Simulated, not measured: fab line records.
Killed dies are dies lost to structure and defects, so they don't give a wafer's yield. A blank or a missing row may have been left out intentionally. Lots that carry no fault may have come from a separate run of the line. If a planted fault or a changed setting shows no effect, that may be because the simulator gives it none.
fab line records    flow sky130
[record] lots = 7  wafers = 18  lastDay = 50
route steps=708 shown CONTACT@412 PAD_OPEN@708
lots that met no fault: from a run of the same line without faults
startH: hours from the record's opening day to when the first of the lot's shown wafers began    waitH: hours elapsed since this lot's preceding step    " repeats the value in the row above    L1.1+2: a single row standing in for several wafers    - no value, or no start given    * or withheld: withheld    < > ~ a bound
route shown NAME@n: a module of which the file shows steps, and the number in the route of the first    usual: the fault-free wafers' mean and standard deviation    same: alike in all rows    chamber/n: place in a boat    sites: per-site readings    _std_site: standard deviation of those values    _edge_site: outer sites' mean less inner sites'    radiusMm: how far each site lies from the wafer's centre    mask NAME#n: copy n    behind: the most recent tool/chamber to have shaped the wafer    hold: why the lot went on hold/how many hours it stayed there/how the hold came to an end    device: names the non-switching transistor (n, p or np)    end of line: at the end of the route, the tests of the same wafers    a step with no rows: only its recipe    killed: not the wafer's yield, but the dies lost to structure and defects at the first sort    map: shows each die of a wafer: x if killed, . if not, _ if none is there
set.NAME: the setting the step ran with; set.NAME@STEP: the setting that earlier step ran with    model.NAME: the simulator's own value behind a step, which no gauge read
lots at some steps of the route; a table a step, a row a wafer
services: a tool's chamber out of use, with start hour (startH, from the record's first day; less than 0 if before it), hours out, and reason
[[steps]]
[step SKY_CONTACT_DEHYDRATE_06]
[recipe] tempC = 200  timeS = 60
[step SKY_CONTACT_HMDS_07]
[recipe] primeTimeS = 60  primeTempC = 120
[step SKY_CONTACT_COAT_08]
[recipe] resist = BARC  tempC = withheld  timeS = withheld  spinRpm = 3000  resistThkNm = 60
[step SKY_CONTACT_COAT_09]
[recipe] resist = KrF-thick  spinRpm = 3000  resistThkNm = 450
[step SKY_CONTACT_SOFTBAKE_10]
[recipe] tempC = 100  timeS = 90  resist = KrF-thick
[step SKY_CONTACT_EXPOSE_11]
[recipe] maskId = CTM1  na = 0.8  sourceShape = annular  sigmaInner = 0.55  sigmaOuter = 0.85  targetCdNm = 170  doseMj = 38
[step SKY_CONTACT_PEB_12]
[recipe] pebTempC = withheld  pebTimeS = withheld  resist = KrF-thick
[step SKY_CONTACT_DEVELOP_13]
[recipe] developTimeS = 60  resist = KrF-thick  devTempC = 21
[step SKY_CONTACT_CD_MEAS_14]
[recipe] targetCdNm = 170
[usual] cdNm = 170.4/1.7
lot.wafer  tool      chamber  startH  waitH  cdNm
L124.2     cdSem-01  -        730.08  -      171.7
L124.4     "         -        "       "      170.2
L124.6     "         -        "       "      171.6
L130.1     cdSem-01  -        789.07  -      172.1
L130.3     "         -        "       "      170.6
L130.4     "         -        "       "      171.8
L136.2     cdSem-01  -        851.19  -      172.8
L136.4     "         -        "       "      173.3
L136.6     "         -        "       "      171.7
L137.2     cdSem-01  -        852.34  -      167.1
L137.3     "         -        "       "      167.8
L139.1     cdSem-02  -        860.61  -      171.8
L139.4     "         -        "       "      171.8
L142.2     cdSem-01  -        891.09  -      170.9
L142.4     "         -        "       "      170.3
L142.5     "         -        "       "      171.9
L143.1     cdSem-01  -        897.11  -      170.4
L143.2     "         -        "       "      170.3
[step SKY_CONTACT_OVL_MEAS_15]
[usual] CONTACT_OVL = -5/4.8
lot.wafer  tool        chamber  startH  waitH  CONTACT_OVL[nm]
L124.2     overlay-02  -        730.18  0.1    0
L124.4     "           -        "       "      -2
L124.6     "           -        "       "      2
L130.1     overlay-02  -        789.19  0.1    1
L130.3     "           -        "       "      -3
L130.4     "           -        "       "      0
L136.2     overlay-01  -        851.30  0.1    2
L136.4     "           -        "       "      1
L136.6     "           -        "       "      0
L137.2     overlay-01  -        852.45  0.1    -9
L137.3     "           -        "       "      2
L139.1     overlay-02  -        860.73  0.1    -7
L139.4     "           -        "       "      -9
L142.2     overlay-01  -        891.20  0.1    0
L142.4     "           -        "       "      -6
L142.5     "           -        "       "      -7
L143.1     overlay-02  -        897.23  0.1    -3
L143.2     "           -        "       "      5
[step SKY_CONTACT_ETCH_16]
[recipe] chemistry = N2/H2  target = BARC  ionEnergyEv = 200  sourceW = 500  biasW = 100  pressureMtorr = 30  n2FlowSccm = 100  h2FlowSccm = 200  stopOn = SiO2  timeS = 45.9  targetDepthA = 600
[usual] drypumpMotorCurrentA = 5.7/0.32  oesProductAu = 0.854/0.0045  throttleValvePct = 13.224/0.011
lot.wafer  tool        chamber  startH  waitH  drypumpMotorCurrentA  oesProductAu  rfHoursCounterH  throttleValvePct
L124.2     rieDiel-03  0        730.21  0.0    5.8                   0.849         12               13.215
L124.4     "           3        "       "      5.8                   0.848         5                13.213
L124.6     "           1        "       "      5.7                   0.843         -                13.200
L130.1     rieDiel-01  3        789.23  0.0    5.7                   0.857         11               13.220
L130.3     "           0        "       "      5.4                   0.850         9                13.245
L130.4     "           1        "       "      6.0                   0.852         15               13.231
L136.2     rieDiel-01  0        851.33  0.0    5.4                   0.861         11               13.211
L136.4     "           3        "       "      5.6                   0.858         12               13.250
L136.6     "           0        "       "      5.4                   0.854         -                13.219
L137.2     rieDiel-03  2        852.48  0.0    5.4                   0.854         1                13.233
L137.3     "           3        "       "      5.8                   0.858         8                13.208
L139.1     rieDiel-03  3        860.76  0.0    5.8                   0.845         9                13.222
L139.4     "           2        "       "      5.5                   0.861         1                13.222
L142.2     rieDiel-01  0        891.23  0.0    5.4                   0.858         12               13.214
L142.4     "           2        "       "      5.1                   0.855         18               13.220
L142.5     "           2        "       "      5.1                   0.854         -                13.233
L143.1     rieDiel-03  0        897.26  0.0    5.8                   0.855         17               13.227
L143.2     "           3        "       "      5.8                   0.862         10               13.237
[step SKY_CONTACT_ETCH_17]
[recipe] target = SiO2  chemistry = C4F8/O2/Ar  stopOn = Si3N4  maskMaterial = KrF-thick  sourceW = 1500  biasW = 1200  pressureMtorr = 40  c4f8FlowSccm = withheld  O2_flow_sccm = 6  Ar_flow_sccm = 300  timeS = withheld  targetDepthA = 3400
[usual] oesProductAu = 0.891/0.0047
lot.wafer  tool        chamber  startH  waitH  oesProductAu
L124.2     rieDiel-03  0        730.25  0.0    0.887
L124.4     "           3        "       "      0.893
L124.6     "           1        "       "      0.894
L130.1     rieDiel-01  3        789.27  0.0    0.894
L130.3     "           0        "       "      0.891
L130.4     "           1        "       "      0.896
L136.2     rieDiel-01  0        851.37  0.0    0.887
L136.4     "           3        "       "      0.891
L136.6     "           0        "       "      0.893
L137.2     rieDiel-03  2        852.52  0.0    0.899
L137.3     "           3        "       "      0.902
L139.1     rieDiel-03  3        860.80  0.0    0.896
L139.4     "           2        "       "      0.892
L142.2     rieDiel-01  0        891.27  0.0    0.888
L142.4     "           2        "       "      0.891
L142.5     "           2        "       "      0.888
L143.1     rieDiel-03  0        897.30  0.0    0.893
L143.2     "           3        "       "      0.902
[step SKY_CONTACT_ETCH_18]
[recipe] target = Si3N4  chemistry = CHF3/O2  stopOn = TiN  sourceW = 600  biasW = 200  pressureMtorr = 40  chf3FlowSccm = 50  O2_flow_sccm = 5  timeS = 39  targetDepthA = 750
[usual] drypumpMotorCurrentA = 5.7/0.32  oesProductAu = 0.854/0.0081  throttleValvePct = 8.793/0.0095
lot.wafer  tool        chamber  startH  waitH  drypumpMotorCurrentA  oesProductAu  rfHoursCounterH  throttleValvePct  model.KrF-thick_of_CONTACT_COAT_09.thkNm  model.etch.depthNm
L124.2     rieDiel-03  0        730     -      5.9                   0.842         12               8.799             241                                       73.64
L124.4     "           3        "       "      5.8                   0.856         5                8.803             241.2                                     75.31
L124.6     "           1        "       "      5.6                   0.858         -                8.781             243.1                                     75.38
L130.1     rieDiel-01  3        789     -      5.6                   0.860         11               8.800             244.4                                     75.11
L130.3     "           0        "       "      5.4                   0.833         9                8.786             243.3                                     72.92
L130.4     "           1        "       "      5.9                   0.856         15               8.806             243.9                                     74.91
L136.2     rieDiel-01  0        851     -      5.4                   0.849         11               8.778             243.1                                     74.33
L136.4     "           3        "       "      5.6                   0.849         12               8.792             240.6                                     74.92
L136.6     "           0        "       "      5.4                   0.863         -                8.791             244.5                                     76.22
L137.2     rieDiel-03  2        852     -      5.4                   0.832         1                8.787             261                                       72.35
L137.3     "           3        "       "      5.8                   0.865         8                8.786             241.1                                     75.29
L139.1     rieDiel-03  3        860     -      5.8                   0.830         9                8.787             264.8                                     72.14
L139.4     "           2        "       "      5.4                   0.859         2                8.816             241.7                                     74.07
L142.2     rieDiel-01  0        891     -      5.4                   0.868         12               8.800             246.3                                     76.59
L142.4     "           2        "       "      5.1                   0.862         19               8.805             242.6                                     77.04
L142.5     "           2        "       "      5.1                   0.871         -                8.808             242.2                                     78.58
L143.1     rieDiel-03  0        897     -      5.9                   0.833         17               8.794             266.1                                     72.48
L143.2     "           3        "       "      5.7                   0.835         10               8.787             265.5                                     72.23
[step SKY_CONTACT_STRIP_19]
[recipe] chemistry = O2/N2  powerW = 1400  pressureMtorr = 1500  platenTempC = withheld  o2FlowSccm = 3000  n2FlowSccm = 300  overashFraction = 0.5
[usual] drypumpMotorCurrentA = 5.5/0.43  oesProductAu = 0.380/0.0047  stripTimeToEndpointS = 3.610/0.026
lot.wafer  tool            chamber  startH  waitH  drypumpMotorCurrentA  oesProductAu  rfHoursCounterH  stripTimeToEndpointS
L124.2     plasmaAsher-04  1        730.34  -      5.8                   0.381         109              3.586
L124.4     "               1        "       "      5.8                   0.377         -                3.599
L124.6     "               1        "       "      5.8                   0.381         -                3.624
L130.1     plasmaAsher-04  1        789.36  -      5.8                   0.381         5                3.623
L130.3     "               0        "       "      5.8                   0.388         -                3.608
L130.4     "               1        "       "      5.8                   0.381         -                3.601
L136.2     plasmaAsher-04  0        851.46  -      5.8                   0.385         11               3.613
L136.4     "               1        "       "      5.8                   0.386         -                3.594
L136.6     "               1        "       "      5.8                   0.381         -                3.628
L137.2     plasmaAsher-04  0        852.61  -      5.8                   0.391         11               3.812
L137.3     "               0        "       "      5.9                   0.376         -                3.604
L139.1     plasmaAsher-02  0        860.89  -      5.7                   0.398         44               3.844
L139.4     "               1        "       "      4.7                   0.373         -                3.618
L142.2     plasmaAsher-02  1        891.36  -      4.7                   0.375         48               3.656
L142.4     "               0        "       "      5.7                   0.378         -                3.621
L142.5     "               1        "       "      4.7                   0.372         -                3.616
L143.1     plasmaAsher-04  1        897.39  -      5.8                   0.390         15               3.850
L143.2     "               0        "       "      5.9                   0.396         15               3.880
[step SKY_CONTACT_STRIP_20]
[recipe] chemistry = postEtchResidueRemover  timeS = 1200  tempC = 72.5
[step SKY_PAD_OPEN_PROBE_99]
[usual] killed_at_M0_to_M3 = 43/7.8  killed_at_M4_up = 3.2/1.7  killedAtContacts = 24/5.2  killedAtFrontEnd = 15/4.5  killedAtOther = 0.4/0.65  killedDies = 87/9.1  killedOnRim = 17/3.5  killedOpen = 47/7.3  killedShort = 40/6.5
[same] grossDies = 492  killedAtBackSide = 0
lot.wafer  tool       chamber  startH   waitH  killed_at_M0_to_M3  killed_at_M4_up  killedAtContacts  killedAtFrontEnd  killedAtOther  killedDies  killedOnRim  killedOpen  killedShort
L124.2     prober-02  -        1070.28  0.1    62                  4                19                13                1              99          23           56          43
L124.4     prober-02  -        1070.38  0.2    44                  0                20                19                0              83          17           51          32
L124.6     prober-02  -        1070.48  0.2    45                  5                34                23                0              107         16           54          53
L130.1     prober-02  -        1114.57  0.1    26                  3                33                16                0              78          14           42          36
L130.3     prober-02  -        1114.67  0.2    42                  1                25                28                0              96          18           50          46
L130.4     prober-02  -        1114.72  0.2    42                  3                32                14                0              91          14           43          48
L136.2     prober-02  -        1161.97  0.1    54                  3                23                15                0              95          27           42          53
L136.4     prober-02  -        1162.07  0.2    49                  4                25                9                 0              87          17           48          39
L136.6     prober-02  -        1162.17  0.2    45                  5                22                16                0              88          17           42          46
L137.2     prober-01  -        1162.34  0.1    55                  3                299               13                0              370         50           57          37
L137.3     prober-01  -        1162.39  0.2    52                  4                24                12                0              92          14           59          33
L139.1     prober-01  -        1169.18  0.1    44                  3                334               15                0              396         41           53          36
L139.4     prober-01  -        1169.33  0.2    54                  1                22                18                0              95          10           45          50
L142.2     prober-02  -        1187.34  0.1    42                  4                26                14                0              86          19           55          31
L142.4     prober-02  -        1187.44  0.2    47                  7                19                10                0              83          18           48          35
L142.5     prober-02  -        1187.49  0.2    48                  5                24                13                0              90          14           50          40
L143.1     prober-01  -        1192.66  0.1    41                  3                331               16                1              392         68           45          48
L143.2     prober-01  -        1192.71  0.1    28                  0                362               9                 3              402         40           32          26
// killed by level:class
L124.2 VIA2:geometricParticle:open=11 VIA3:geometricParticle:open=11 VIA1:geometricParticle:open=9 METAL1:geometricParticle:short=9 VIA1:geometricParticle:short=6 FIELD_ISO:geometricParticle:open=5 LI_CONTACT:geometricParticle:open=5 LOCAL_INTERCONNECT:geometricParticle:short=5
L124.4 VIA3:geometricParticle:open=11 CONTACT:geometricParticle:open=9 POLY_GATE:geometricParticle:open=8 VIA1:geometricParticle:open=8 VIA1:geometricParticle:short=5 VIA2:geometricParticle:short=4 METAL2:geometricParticle:short=4 VIA2:geometricParticle:open=4
L124.6 VIA1:geometricParticle:open=13 LI_CONTACT:geometricParticle:open=10 CONTACT:geometricParticle:open=10 CONTACT:geometricParticle:short=8 POLY_GATE:geometricParticle:short=8 FIELD_ISO:geometricParticle:short=7 VIA1:geometricParticle:short=7 VIA3:geometricParticle:open=6
L130.1 CONTACT:geometricParticle:open=10 CONTACT:geometricParticle:short=7 LI_CONTACT:geometricParticle:open=6 VIA1:geometricParticle:open=6 FIELD_ISO:geometricParticle:open=5 LOCAL_INTERCONNECT:geometricParticle:short=5 FIELD_ISO:geometricParticle:short=4 POLY_GATE:geometricParticle:open=4
L130.3 CONTACT:geometricParticle:open=12 VIA1:geometricParticle:short=8 VIA1:geometricParticle:open=8 FIELD_ISO:geometricParticle:open=7 CONTACT:geometricParticle:short=7 METAL1:geometricParticle:short=7 FIELD_ISO:geometricParticle:short=6 VIA3:geometricParticle:open=6
L130.4 VIA1:geometricParticle:open=10 LI_CONTACT:geometricParticle:open=9 CONTACT:geometricParticle:open=9 LOCAL_INTERCONNECT:geometricParticle:short=8 VIA3:geometricParticle:open=8 METAL1:geometricParticle:short=6 METAL2:geometricParticle:short=6 LI_CONTACT:geometricParticle:short=5
L136.2 METAL2:geometricParticle:short=15 CONTACT:geometricParticle:open=9 METAL1:geometricParticle:short=7 VIA3:geometricParticle:open=7 FIELD_ISO:geometricParticle:open=6 VIA2:geometricParticle:open=5 VIA1:geometricParticle:open=5 FIELD_ISO:geometricParticle:short=4
L136.4 VIA1:geometricParticle:open=13 CONTACT:geometricParticle:open=11 METAL2:geometricParticle:short=8 VIA1:geometricParticle:short=7 LI_CONTACT:geometricParticle:open=6 VIA2:geometricParticle:open=5 VIA3:geometricParticle:short=4 VIA3:geometricParticle:open=4
L136.6 VIA1:geometricParticle:open=11 CONTACT:geometricParticle:open=8 METAL2:geometricParticle:short=7 FIELD_ISO:geometricParticle:short=6 VIA2:geometricParticle:open=6 VIA3:geometricParticle:open=5 METAL4:geometricParticle:short=5 POLY_GATE:geometricParticle:short=4
L137.2 CONTACT:areaEtch=276 VIA3:geometricParticle:open=12 VIA2:geometricParticle:open=11 VIA1:geometricParticle:open=9 CONTACT:geometricParticle:open=8 LI_CONTACT:geometricParticle:open=7 VIA1:geometricParticle:short=7 LOCAL_INTERCONNECT:geometricParticle:short=6
L137.3 CONTACT:geometricParticle:open=11 VIA1:geometricParticle:open=11 VIA2:geometricParticle:open=11 METAL2:geometricParticle:short=6 VIA3:geometricParticle:open=6 VIA1:geometricParticle:short=5 LI_CONTACT:geometricParticle:open=5 METAL1:geometricParticle:short=4
L139.1 CONTACT:areaEtch=307 VIA1:geometricParticle:open=13 VIA2:geometricParticle:open=11 CONTACT:geometricParticle:open=9 FIELD_ISO:geometricParticle:short=6 LI_CONTACT:geometricParticle:open=6 VIA1:geometricParticle:short=6 CONTACT:geometricParticle:short=5
L139.4 CONTACT:geometricParticle:open=11 METAL2:geometricParticle:short=11 VIA1:geometricParticle:short=9 VIA3:geometricParticle:open=8 FIELD_ISO:geometricParticle:open=6 METAL1:geometricParticle:short=6 VIA1:geometricParticle:open=6 VIA2:geometricParticle:open=5
L142.2 VIA1:geometricParticle:open=14 VIA2:geometricParticle:open=10 CONTACT:geometricParticle:open=8 FIELD_ISO:geometricParticle:open=5 LI_CONTACT:geometricParticle:open=5 LOCAL_INTERCONNECT:geometricParticle:short=5 VIA3:geometricParticle:open=5 CONTACT:geometricParticle:short=4
L142.4 VIA3:geometricParticle:open=10 CONTACT:geometricParticle:open=8 VIA1:geometricParticle:open=8 VIA2:geometricParticle:open=8 METAL4:geometricParticle:short=7 METAL2:geometricParticle:short=7 VIA1:geometricParticle:short=5 LI_CONTACT:geometricParticle:open=4
L142.5 CONTACT:geometricParticle:open=11 VIA1:geometricParticle:open=11 METAL1:geometricParticle:short=7 VIA3:geometricParticle:open=7 METAL2:geometricParticle:short=6 VIA2:geometricParticle:open=6 VIA3:geometricParticle:short=5 FIELD_ISO:geometricParticle:open=4
L143.1 CONTACT:areaEtch=298 CONTACT:geometricParticle:open=12 METAL2:geometricParticle:short=11 LI_CONTACT:geometricParticle:open=10 VIA2:geometricParticle:open=7 FIELD_ISO:geometricParticle:short=6 VIA3:geometricParticle:short=6 LOCAL_INTERCONNECT:geometricParticle:short=5
L143.2 CONTACT:areaEtch=341 CONTACT:geometricParticle:open=9 VIA1:geometricParticle:open=7 VIA2:geometricParticle:open=6 VIA3:geometricParticle:short=5 METAL2:geometricParticle:short=4 FIELD_ISO:geometricParticle:short=3 VIA1:geometricParticle:short=3
// map L137.2 (x killed, . not)
__________.xxxxxxxxx_________
________xxxxxxxxxxxxxx_______
______.xx.xxxxxxxxxxxxxx_____
_____xxxxxxxxxxxxxxxxxxxx____
____xxxxx.xxxxxxxxxxxxxx.x___
___...x.xxxxxxxxxxxxxx.xxxx__
__..xx.xxxx.xxxxxxxxxxxxx.xx_
_....xxxxxxxxxxxxxxxxxx.xxxx.
_.x.xxxxxxxxxxxxxxxxxxxxx..x.
_.x..xxxxx.xxxxxxxxxxxxxxxx.x
_...x.xx.xxxxxxxxxxxxxxxxxx..
_..xxxxxxxxxxxxxxxxx.xxx.xx..
_..x...xx.x.xxxxxxxxxxxxxxxx.
_.x.x.x.xxxxxxxxxxxxxxxxx....
_.xx..xxx.x.xxxxxxxxxxxxxxx.x
__..x...x..xxx.xxxx.xxxx..x._
___x....xx.x.xxx.xxxxxxx..x__
____x...xx.xx.xx.x.xxxxxx.___
_____..xxx.x.xxxx.xxx.xxx____
______.......xxxxxxx.x.._____
________...xx.xxx.x.x._______
__________.xxxx...xx_________
// map L139.1 (x killed, . not)
__________.........._________
________..x...x......._______
______...x....xx..x..x.._____
_____...xxxxxxxxxxx.x..x.____
____...xxxxxxxxxxxxxxxx.x.___
___..xx.xxxxxxxxxxxxx.xx.x.__
__..x.xxxxxxxxxxxxxxxxxx.xx._
_.x.xxxxxxxxxxxxxxxxxxxxx.x..
_...xxxxxxxxxxxxxxxxxxxxxxx..
_...xxxxxxxxxxxxxxxxxxxxxxx..
_..xxxxxxxxxxxxxxxxxxxxxxxxx.
_x.xxxxxxxxxxxxxxxxxxxxxxxxx.
_...xxxxxxxxxxxxxxxxxxxxxxxx.
_x..xxxxxxxxxxxxxxxxxxxxxxxx.
_...xxxxxxxxxxxxxxxxxxxxxxxx.
__..xxxxxxxxxxxxxxxxxxxxxxx._
___xxxxxxxxxxxxxxxxxxxxxxxx__
____.xxxxxxxxxxxxxxxxxxxxx___
_____xxxxxxxxxxxxxxxxxxx.____
______xxxxxxxxxxxxxxxxx._____
________xxxxxxxxxxxxx._______
__________xxxxxxxxxx_________
[[services]]
tool            chamber  startH  hours  kind
rieDiel-01      0        720.45  3.4    repair
plasmaAsher-04  -        733.75  9.0    pm
plasmaAsher-04  0        733.75  9.0    ventCycle
plasmaAsher-04  1        733.75  9.0    ventCycle
rieDiel-03      -        735.82  14.6   pm
plasmaAsher-04  0        742.75  -      clean
plasmaAsher-04  1        742.75  -      clean
plasmaAsher-04  -        771.67  2.8    pm
rieDiel-03      0        780.75  2.1    repair
rieDiel-01      2        791.93  15.2   repair
plasmaAsher-02  -        799.19  0.6    repair
rieDiel-03      2        803.13  -      clean
rieDiel-03      2        803.13  12.5   scheduledDown
rieDiel-03      2        803.13  12.5   ventCycle
rieDiel-03      1        815.67  -      clean
rieDiel-03      1        815.67  15.9   scheduledDown
rieDiel-03      1        815.67  15.9   ventCycle
rieDiel-01      3        818.91  7.6    repair
rieDiel-03      1        888.60  10.9   repair
[[key]]
[firstSign] step = SKY_CONTACT_STRIP_19  reading = stripTimeToEndpointS  direction = up  sigmas = 9.1  usual = *  struck = *
[effect] step = SKY_CONTACT_STRIP_19  reading = oesProductAu  direction = up  sigmas = 2.9  usual = 0.380  struck = 0.394
[effect] step = SKY_PAD_OPEN_PROBE_99  reading = killedAtContacts  direction = up  sigmas = 59  usual = 24  struck = 332
[modelEffect] step = SKY_CONTACT_ETCH_18  value = KrF-thick_of_CONTACT_COAT_09.thkNm  without = 241.9  struck = 264.4
[moreKillsBornAt] SKY_CONTACT_ETCH_18@rieDiel-03 = 1222
metAt SKY_CONTACT_ETCH_18
struckWafers L137.2,L139.1,L143.1,L143.2
laterRowsLeftOut L137.2,L139.1,L143.1,L143.2
testerLeftOut L137,L139,L143
onsetBetween 730 852
[fault] kind = processParameterDrift  tool = rieDiel-03  chamber = -  onsetH = 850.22  steps = SKY_CONTACT_ETCH_18  channel = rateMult  offset = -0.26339  shape = step  endH = 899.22  scope = struckWafersOnly
// testerLeftOut: of these lots the tester's yield and bins aren't shown, on N5 and GAA mostly nor the transistor test; their killed dies are dies lost to structure and defects alone, not to doping, threshold or leakage, so they don't give the yield
// laterRowsLeftOut: the simulator's readings of these wafers behind a module that went badly wrong aren't trusted and aren't shown, but for the sort
